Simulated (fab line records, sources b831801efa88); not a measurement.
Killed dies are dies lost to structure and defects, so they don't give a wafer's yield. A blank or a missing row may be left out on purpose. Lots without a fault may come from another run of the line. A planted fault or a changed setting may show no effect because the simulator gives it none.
Which tool did it? | flow gf180mcu | 14 lots, 42 wafers sampled, at 1 step of a route of 602

WHAT THE GAUGES READ, wafer by wafer
GF_M3_OVL_MEAS_15. Usual: M3_OVL 2 nm, standard deviation 5.2.
lot  | measured     | on         | M3_OVL (nm) | flag
L644 | day 21 07:30 | overlay-02 | -7 -5 -4    |
L645 | day 21 15:59 | overlay-01 | 7 5 1       |
L648 | day 23 04:49 | overlay-02 | -5 -8 -3    |
L649 | day 23 11:40 | overlay-02 | -5 2 -2     |
L650 | day 23 18:25 | overlay-01 | 7 7 3       |
L651 | day 24 00:34 | overlay-01 | -6 4 -1     |
L652 | day 24 09:28 | overlay-02 | 18 2 3      |
L653 | day 25 00:51 | overlay-02 | 4 4 3       |
L656 | day 26 00:24 | overlay-02 | 1 5 1       |
L663 | day 27 16:05 | overlay-01 | -12 -7 -10  |
L664 | day 27 22:15 | overlay-01 | -4 1 0      |
L665 | day 28 08:07 | overlay-02 | 9 2 5       |
L666 | day 28 12:17 | overlay-01 | 4 1 8       |
L667 | day 28 22:14 | overlay-01 | 7 5 7       |

WHICH TOOL RAN EACH LOT (tool, then ch and the chambers of the sampled wafers, then the start)
The record holds no process step before these readings.

WHAT THE TOOLS THEMSELVES READ (means of the sampled wafers that have a number; where no wafer has one, the mark that the record gives instead)
The record holds no such reading with a usual standard deviation.

THE ANSWER, worked out from the rows above alone
Rule: a lot is off if the mean of its wafers that have a number lies more than 3 standard deviations from the usual mean. A lot without any number at a reading at which 4 lots or more have one is off too. The other lots that the step has rows for count as sound. The gauges are gone through in route order, then the tools' own readings, and for those a lot's mean is taken as printed above. The first step at which some lot is off is used, and at that step the reading that is off furthest; a lot without a number counts as furthest.
No lot is off at any reading shown: from this, nothing can be told.

WHAT THE SIMULATOR HAD PUT IN
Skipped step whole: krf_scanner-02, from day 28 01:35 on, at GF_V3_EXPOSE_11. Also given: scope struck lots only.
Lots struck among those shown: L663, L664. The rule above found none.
